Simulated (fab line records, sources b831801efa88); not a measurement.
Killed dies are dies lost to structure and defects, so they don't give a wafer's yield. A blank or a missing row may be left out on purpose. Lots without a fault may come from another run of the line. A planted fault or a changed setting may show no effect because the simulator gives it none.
Chamber matching | flow gf180mcu | GF_V1_CVD_02 on pecvd-02: 3 sister chambers
The step deposits SiO2 from TEOS, target thk 850 nm, time 94.851 s. 6 wafers are shown with their chamber, then 7 later ones without.

WAFERS WITH THEIR CHAMBER
wafer  | chamber | heater_power_w (W) | rf_fwd_power_W (W)
L543.6 | 1       | 565                | 592.0
L545.1 | 2       | 757                | 594.2
L545.2 | 0       | 813                | 592.2
L545.5 | 2       | 779                | 595.4
L546.1 | 0       | 811                | 592.8
L546.3 | 1       | 551                | 595.0

WAFERS WITHOUT THEIR CHAMBER
wafer  | heater_power_w (W) | rf_fwd_power_W (W)
L546.4 | 573                | 593.2
L547.1 | 551                | 599.3
L547.3 | 801                | 593.0
L547.4 | 628                | 597.7
L548.3 | 743                | 597.4
L548.4 | 607                | 596.0
L548.5 | 458                | 591.1

WHICH CHAMBER EACH WENT THROUGH
wafer  | from the rows above | in truth
L546.4 | 1                   | 1
L547.1 | 1                   | 1
L547.3 | 0                   | 0
L547.4 | 1                   | 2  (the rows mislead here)
L548.3 | 2                   | 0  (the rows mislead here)
L548.4 | 1                   | 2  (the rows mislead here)
L548.5 | 1                   | 1
Placed correctly: 4 of 7. Can't be placed from these rows: 0. Placed wrongly: 3.
How it was worked out, from the rows above alone: a wafer's distance from a chamber is the root of the sum, over the readings, of the square of ((its reading less the chamber's mean) divided by the reading's scatter). The wafer belongs to the nearest chamber; if the next one is less than 2 further off, it can't be placed. A chamber's mean is the mean of its shown wafers. The scatter: the root of (the sum of the squares of (reading less its chamber's mean) over the shown wafers, divided by (wafers less chambers)).
